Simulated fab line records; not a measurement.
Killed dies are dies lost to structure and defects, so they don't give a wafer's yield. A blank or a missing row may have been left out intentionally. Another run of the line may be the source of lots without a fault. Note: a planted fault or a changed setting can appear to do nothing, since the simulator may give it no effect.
A lot that was struck, set against a sound lot	flow sky130	30 out of 708 route steps
Sound: the wafers L809.1, L809.5, L809.6. Wafers L817.1, L817.2, L817.4 were the ones struck. The cause is named last.
Each step with rows lists, per side, the tool, then ch with its chambers, then its first start. Under that, the readings that differ: sound wafers	struck wafers	difference of the means	sigmas: that difference in standard deviations of wafers without a fault.
alike: words and numbers the same on both sides, and readings whose means are apart by under 2 such deviations; not compared: readings that were withheld, readings missing a value for some wafer, numbers with overlapping values and no deviation given by the record, and bounds like >300 which may hide the same value.
Wherever a step has rows on one side only, a row that says differs or no value, or a row with sigmas, the two part there. Numbers that have no deviation but don't overlap get no sigmas and don't part them. A reading missing from all wafers of one side parts the sides only when that side holds two or more wafers.

first, 5 steps without rows for these wafers: SKY_SONOS_ONO_COAT_08 (resist thk 1140 nm); SKY_SONOS_ONO_SOFTBAKE_09 (time 59.1 s); SKY_SONOS_ONO_EXPOSE_10 (exposes mask ONOM, target cd 410 nm); SKY_SONOS_ONO_PEB_11; SKY_SONOS_ONO_DEVELOP_12 (develop time 60 s).
SKY_SONOS_ONO_CD_MEAS_13 targets a cd of 410 nm.
  sound: cd_sem-02 at day 13 05:13; struck: cd_sem-02 at day 15 19:39
  alike: cd_nm
SKY_SONOS_ONO_OVL_MEAS_14:
  sound: overlay-02 at day 13 05:20; struck: overlay-02 at day 15 19:46
  alike: SONOS_ONO_OVL
SKY_SONOS_ONO_ETCH_15: etches the open film in CHF3/O2, target depth 19.52 nm, time 7.8 s.
  sound on rie_diel-02 ch 0,1, day 13 05:22; struck on rie_diel-03 ch 0,1,3, day 15 19:49
  alike: bias_w, drypump_motor_current_A, oes_product_au, throttle_valve_pct
  not compared: rf_hours_counter_h
then, 1 step without rows for these wafers: SKY_SONOS_ONO_WET_ETCH_16 (etches SiO2 in dHF, target depth 14 nm, time 280 s).
SKY_SONOS_ONO_STRIP_17: strips in O2/N2.
  sound on plasma_asher-01 ch 0,1, day 13 05:29; struck on plasma_asher-02 ch 0,1, day 15 19:55
  alike: drypump_motor_current_A, oes_product_au, strip_time_to_endpoint_s
  not compared: rf_hours_counter_h
then, 2 steps without rows for these wafers: SKY_SONOS_ONO_WET_ETCH_18 (etches Si3N4 in H3PO4, target depth 15 nm, time 172 s); SKY_GATE_OXIDE_CLEAN_00 (cleans in SC1/SC2, time 150 s).
SKY_GATE_OXIDE_OXIDATION_01: stabilise 600 s, purge 300 s, target thk 10.268 nm.
  sound on furnace-02 ch 0, day 13 10:23; struck on furnace-01 ch 0, day 15 20:38
reading	sound	struck	difference	sigmas
model.SiO2_of_GATE_OXIDE_OXIDATION_01.thk_nm (nm)	10.29 10.17 10.23	8.799 8.789 8.776	-1.442	
  alike: ox_temp_c
SKY_GATE_OXIDE_THK_MEAS_02:
  sound: film_metro-03 at day 13 11:48; struck: film_metro-03 at day 15 22:02
reading	sound	struck	difference	sigmas
GATE_OXIDE_OXIDATION_00_THK (nm)	10.36 10.18 10.22	8.80 8.75 8.75	-1.49	-8
then, 7 steps without rows for these wafers: SKY_GATE_OXIDE_DEHYDRATE_03 (time 60 s); SKY_GATE_OXIDE_HMDS_04 (prime time 60 s); SKY_GATE_OXIDE_COAT_05 (resist thk 1140 nm); SKY_GATE_OXIDE_SOFTBAKE_06 (time 60 s); SKY_GATE_OXIDE_EXPOSE_07 (exposes mask LVOM, target cd 600 nm); SKY_GATE_OXIDE_PEB_08; SKY_GATE_OXIDE_DEVELOP_09 (develop time 60 s).
SKY_GATE_OXIDE_OVL_MEAS_10:
  sound: overlay-02 at day 14 12:47; struck: overlay-01 at day 17 00:40
  alike: GATE_OXIDE_OVL
then, 2 steps without rows for these wafers: SKY_GATE_OXIDE_IMPLANT_11; SKY_GATE_OXIDE_WET_ETCH_12 (etches SiO2 in dHF, target depth 16.8 nm, time 336 s).
SKY_GATE_OXIDE_STRIP_13: strips in O2/N2.
  sound on plasma_asher-01 ch 0,1, day 14 13:05; struck on plasma_asher-02 ch 0,1, day 17 00:57
reading	sound	struck	difference	sigmas
strip_time_to_endpoint_s (s)	14.22 14.20 14.16	14.11 14.08 14.09	-0.10	-3
  alike: drypump_motor_current_A, oes_product_au
  not compared: rf_hours_counter_h
SKY_GATE_OXIDE_TW_MEAS_14:
  sound: film_metro-04 at day 14 13:11; struck: film_metro-04 at day 17 01:03
  alike: GATE_OXIDE_TW
then, 1 step without rows for these wafers: SKY_GATE_OXIDE_CLEAN_15 (cleans in SC1/SC2, time 150 s).
SKY_GATE_OXIDE_OXIDATION_16: stabilise 600 s, purge 300 s, target thk 3.57 nm.
  sound on furnace-01 ch 0, day 14 15:25; struck on furnace-02 ch 0, day 17 03:01
reading	sound	struck	difference	sigmas
model.SiO2_of_GATE_OXIDE_OXIDATION_01.thk_nm (nm)	11.64 11.52 11.56	10.23 10.23 10.21	-1.35	
  alike: ox_temp_c, ramp_up_c_per_min
then, 1 step without rows for these wafers: SKY_POLY_GATE_CVD_00 (deposits poly-Si, target thk 180 nm, time 720 s).
-- the record jumps here: 31 days lie between the struck wafers' starts before and after (it left off in module POLY_GATE and takes up again in module PAD_OPEN, whose first step shown is number 708 of the route) --
SKY_PAD_OPEN_PROBE_99:
  sound: prober-01 at day 46 09:55; struck: prober-01 at day 48 11:18
reading	sound	struck	difference	sigmas
killed_at_contacts	21 22 19	31 34 37	+13	+2
model.etest.nfet_16v.r_on_ohm_um	1.41e+04 1.397e+04 1.404e+04	1.357e+04 1.351e+04 1.352e+04	-5.033e+02	
model.etest.pfet_16v.r_on_ohm_um	1.524e+04 1.528e+04 1.502e+04	1.472e+04 1.488e+04 1.475e+04	-3.967e+02	
model.etest.pfet_g5v0d10v5.r_on_ohm_um	4746 4739 4788	4377 4487 4395	-338	
model.etest.tip_sonos.rs_ohm_sq	2678 2655 2661	2466 2452 2460	-205	
model.etest.nfet_g5v0d10v5.r_on_ohm_um	1902 1874 1897	1750 1782 1753	-129	
model.etest.nfet_g5v0d10v5.drive_ua_um	602.8 612.8 606.5	689.1 681.8 687.6	+78.8	
model.etest.nfet_05v0_nvt.drive_ua_um	575.3 577.9 576.7	639.6 641 645.3	+65.3	
model.etest.pfet_g5v0d10v5.drive_ua_um	342.9 345.9 342.4	384.5 371 379.6	+34.6	
  alike: killed_at_M0_to_M3, killed_at_M4_up, killed_at_front_end, killed_at_other, killed_dies, killed_on_rim, killed_open, killed_short

== WHERE THEY PART ==
Earliest at SKY_GATE_OXIDE_THK_MEAS_02; latest, in this record, at SKY_PAD_OPEN_PROBE_99.

WHY: whatever the simulator had introduced
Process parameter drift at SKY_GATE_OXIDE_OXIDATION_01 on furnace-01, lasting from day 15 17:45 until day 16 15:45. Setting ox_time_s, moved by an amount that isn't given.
